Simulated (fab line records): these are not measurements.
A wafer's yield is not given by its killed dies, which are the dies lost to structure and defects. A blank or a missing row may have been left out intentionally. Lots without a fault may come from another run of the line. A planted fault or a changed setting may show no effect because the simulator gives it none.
Which tool is to blame? + flow gf180mcu + 24 lots, 72 wafers sampled, at 4 steps of a route of 602

## WHAT EACH GAUGE READ, for each wafer
GF_V4_RS_MEAS_24: the measuring method here is four-point-probe.
| lot  | measured     | on            | V4_W_RS (ohm/sq)  |
|------|--------------|---------------|-------------------|
| L074 | day 24 10:03 | film metro-01 | 0.326 0.327 0.324 |
| L075 | day 24 14:35 | film metro-04 | 0.328 0.330 0.328 |
| L076 | day 25 05:07 | film metro-01 | 0.327 0.326 0.333 |
| L077 | day 25 12:01 | film metro-01 | 0.334 0.330 0.340 |
| L078 | day 25 19:02 | film metro-02 | 0.327 0.335 0.331 |
| L079 | day 26 11:41 | film metro-04 | 0.331 0.332 0.331 |
| L080 | day 26 17:41 | film metro-01 | 0.327 0.332 0.329 |
| L081 | day 26 19:58 | film metro-04 | 0.324 0.329 0.326 |
| L082 | day 27 05:20 | film metro-02 | 0.324 0.329 0.330 |
| L083 | day 27 09:55 | film metro-01 | 0.334 0.332 0.333 |
| L084 | day 27 19:32 | film metro-02 | 0.331 0.328 0.326 |
| L085 | day 28 00:01 | film metro-01 | 0.328 0.328 0.329 |
| L086 | day 28 05:07 | film metro-02 | 0.325 0.327 0.326 |
| L087 | day 28 21:37 | film metro-02 | 0.329 0.325 0.331 |
| L088 | day 29 00:39 | film metro-02 | 0.328 0.330 0.333 |
| L089 | day 29 06:25 | film metro-01 | 0.327 0.333 0.328 |
| L090 | day 29 10:32 | film metro-04 | 0.331 0.328 0.331 |
| L091 | day 29 20:31 | film metro-01 | 0.332 0.333 0.334 |
| L092 | day 30 08:27 | film metro-01 | 0.322 0.321 0.328 |
| L093 | day 30 14:05 | film metro-01 | 0.325 0.324 0.328 |
| L094 | day 30 20:21 | film metro-01 | 0.329 0.325 0.327 |
| L095 | day 30 22:41 | film metro-02 | 0.323 0.326 0.328 |
| L097 | day 31 11:56 | film metro-02 | 0.327 0.329 0.327 |
| L096 | day 31 13:13 | film metro-02 | 0.330 0.323 0.325 |

GF_V5_OVL_MEAS_15.
| lot  | measured     | on         | V5_OVL (nm) |
|------|--------------|------------|-------------|
| L074 | day 27 03:40 | overlay-01 | 2 12 -1     |
| L075 | day 27 09:36 | overlay-01 | 6 2 1       |
| L076 | day 27 21:10 | overlay-01 | 3 12 -1     |
| L077 | day 28 03:58 | overlay-02 | 2 14 9      |
| L078 | day 28 10:20 | overlay-02 | 0 -4 2      |
| L079 | day 29 02:58 | overlay-02 | 6 6 3       |
| L080 | day 29 07:19 | overlay-01 | 7 3 6       |
| L081 | day 29 09:25 | overlay-02 | 12 0 -1     |
| L082 | day 29 18:49 | overlay-02 | 3 -2 10     |
| L083 | day 29 23:22 | overlay-02 | 9 2 4       |
| L084 | day 30 07:53 | overlay-02 | 7 1 10      |
| L085 | day 30 11:54 | overlay-01 | 11 7 -1     |
| L086 | day 30 16:59 | overlay-02 | 3 5 -5      |
| L087 | day 31 09:02 | overlay-02 | 0 1 0       |
| L088 | day 31 10:40 | overlay-01 | 2 0 11      |
| L089 | day 31 14:55 | overlay-01 | 6 -3 12     |
| L090 | day 31 18:28 | overlay-01 | 3 -1 8      |
| L091 | day 32 04:52 | overlay-02 | -1 4 -5     |
| L092 | day 32 13:21 | overlay-01 | 13 8 6      |
| L093 | day 32 18:49 | overlay-02 | 3 5 11      |
| L094 | day 33 01:55 | overlay-01 | -1 4 8      |
| L095 | day 33 05:17 | overlay-02 | 1 4 11      |
| L097 | day 33 15:45 | overlay-01 | -13 -5 -2   |
| L096 | day 33 17:24 | overlay-02 | 5 1 -5      |

## WHAT TOOL EACH LOT RAN ON (gives the tool, then ch and the chambers of the sampled wafers, and finally the start)
| lot  | GF_V4_CVD_02                    | GF_MIM_SPUTTER_09            |
|------|---------------------------------|------------------------------|
| L074 | pecvd-04 ch 0,1, day 23 09:47   | pvd sputter-02, day 24 10:53 |
| L075 | pecvd-02 ch 0,1,2, day 23 15:05 | pvd sputter-04, day 24 15:26 |
| L076 | pecvd-02 ch 0,2, day 24 05:04   | pvd sputter-03, day 25 05:57 |
| L077 | pecvd-04 ch 0,1,2, day 24 12:22 | pvd sputter-03, day 25 12:49 |
| L078 | pecvd-02 ch 0,1,2, day 24 19:44 | pvd sputter-04, day 25 19:54 |
| L079 | pecvd-04 ch 0,1,2, day 25 13:18 | pvd sputter-03, day 26 12:32 |
| L080 | pecvd-04 ch 0,2, day 25 19:01   | pvd sputter-03, day 26 18:32 |
| L081 | pecvd-04 ch 1,2, day 25 21:08   | pvd sputter-04, day 26 20:49 |
| L082 | pecvd-04 ch 0,1, day 26 07:22   | pvd sputter-04, day 27 06:22 |
| L083 | pecvd-04 ch 0,1,2, day 26 11:29 | pvd sputter-04, day 27 10:44 |
| L084 | pecvd-04 ch 0,1,2, day 26 21:47 | pvd sputter-02, day 27 20:22 |
| L085 | pecvd-04 ch 0, day 27 02:41     | pvd sputter-02, day 28 00:53 |
| L086 | pecvd-01 ch 0,1,2, day 27 07:37 | pvd sputter-03, day 28 06:03 |
| L087 | pecvd-02 ch 0,1,2, day 28 00:13 | pvd sputter-02, day 28 22:31 |
| L088 | pecvd-02 ch 1,2, day 28 03:34   | pvd sputter-04, day 29 01:29 |
| L089 | pecvd-02 ch 1,2, day 28 09:23   | pvd sputter-02, day 29 07:17 |
| L090 | pecvd-01 ch 0,1,2, day 28 14:09 | pvd sputter-03, day 29 11:22 |
| L091 | pecvd-04 ch 0,1,2, day 29 00:41 | pvd sputter-03, day 29 21:23 |
| L092 | pecvd-04 ch 0,1,2, day 29 11:59 | pvd sputter-04, day 30 09:20 |
| L093 | pecvd-04 ch 0,1, day 29 18:08   | pvd sputter-02, day 30 14:56 |
| L094 | pecvd-04 ch 0,1,2, day 30 00:37 | pvd sputter-04, day 30 21:11 |
| L095 | pecvd-04 ch 1,2, day 30 03:10   | pvd sputter-02, day 30 23:32 |
| L097 | pecvd-04 ch 0,1,2, day 30 15:47 | pvd sputter-02, day 31 12:48 |
| L096 | pecvd-02 ch 0,1, day 30 18:16   | pvd sputter-04, day 31 14:05 |
- GF_V4_CVD_02: deposits SiO2 from TEOS, target thk 850 nm, time 94.851 s.
- GF_MIM_SPUTTER_09: material TiN, target thk 35 nm, time 29.2 s.

## WHAT THE TOOLS THEMSELVES READ (means of the sampled wafers that have a number; where no wafer has one, the mark that the record gives instead)
GF_V4_CVD_02.
| lot  | tool     | heater power w (W) |
|------|----------|--------------------|
| L074 | pecvd-04 | 745                |
| L075 | pecvd-02 | 656                |
| L076 | pecvd-02 | 574                |
| L077 | pecvd-04 | 583                |
| L078 | pecvd-02 | 675                |
| L079 | pecvd-04 | 699                |
| L080 | pecvd-04 | 581                |
| L081 | pecvd-04 | 708                |
| L082 | pecvd-04 | 648                |
| L083 | pecvd-04 | 688                |
| L084 | pecvd-04 | 659                |
| L085 | pecvd-04 | 629                |
| L086 | pecvd-01 | 558                |
| L087 | pecvd-02 | 623                |
| L088 | pecvd-02 | 644                |
| L089 | pecvd-02 | 600                |
| L090 | pecvd-01 | 589                |
| L091 | pecvd-04 | 658                |
| L092 | pecvd-04 | 672                |
| L093 | pecvd-04 | 616                |
| L094 | pecvd-04 | 640                |
| L095 | pecvd-04 | 724                |
| L097 | pecvd-04 | 680                |
| L096 | pecvd-02 | 722                |

GF_MIM_SPUTTER_09.
| lot  | tool           | cathode dc power W (W) | throttle valve pct (%) |
|------|----------------|------------------------|------------------------|
| L074 | pvd sputter-02 | 6501.3                 | 31.0                   |
| L075 | pvd sputter-04 | 6500.1                 | 29.2                   |
| L076 | pvd sputter-03 | 6499.8                 | 30.1                   |
| L077 | pvd sputter-03 | 6500.1                 | 29.7                   |
| L078 | pvd sputter-04 | 6500.6                 | 29.0                   |
| L079 | pvd sputter-03 | 6500.1                 | 30.1                   |
| L080 | pvd sputter-03 | 6500.6                 | 29.0                   |
| L081 | pvd sputter-04 | 6500.5                 | 29.1                   |
| L082 | pvd sputter-04 | 6499.1                 | 29.7                   |
| L083 | pvd sputter-04 | 6500.0                 | 28.9                   |
| L084 | pvd sputter-02 | 6500.2                 | 32.0                   |
| L085 | pvd sputter-02 | 6500.3                 | 31.6                   |
| L086 | pvd sputter-03 | 6499.5                 | 29.2                   |
| L087 | pvd sputter-02 | 6500.6                 | 32.0                   |
| L088 | pvd sputter-04 | 6500.9                 | 30.0                   |
| L089 | pvd sputter-02 | 6499.0                 | 31.0                   |
| L090 | pvd sputter-03 | 6500.3                 | 30.0                   |
| L091 | pvd sputter-03 | 6499.9                 | 29.4                   |
| L092 | pvd sputter-04 | 6499.5                 | 29.9                   |
| L093 | pvd sputter-02 | 6500.6                 | 30.7                   |
| L094 | pvd sputter-04 | 6499.5                 | 30.0                   |
| L095 | pvd sputter-02 | 6500.4                 | 31.1                   |
| L097 | pvd sputter-02 | 6499.9                 | 31.1                   |
| L096 | pvd sputter-04 | 6500.7                 | 29.7                   |

## THE ANSWER, worked out from the rows above alone
Rule: what is usual is taken from the lots themselves. Put in order of their means at a reading, lots are off if they are a third of the lots or fewer, leave a main group of 4 or more, and stand apart from it by a gap of 3 or more times the standard deviation of the main group's means; of several such gaps the widest counts. A main group is skipped when, at the precision printed for the reading in the tables above, its means are all equal. A lot without any number at a reading at which 4 lots or more have one is off too. Where the step has rows for the other lots, those lots are counted as sound. The gauges are gone through in route order, then the tools' own readings, and for those a lot's mean is taken as printed above. The first step at which some lot is off is used, and at that step the reading that is off furthest; a lot without a number counts as furthest.
Across all readings shown, no lot is off: no conclusion can be drawn from this.

## WHAT HAD BEEN PUT IN BY THE SIMULATOR
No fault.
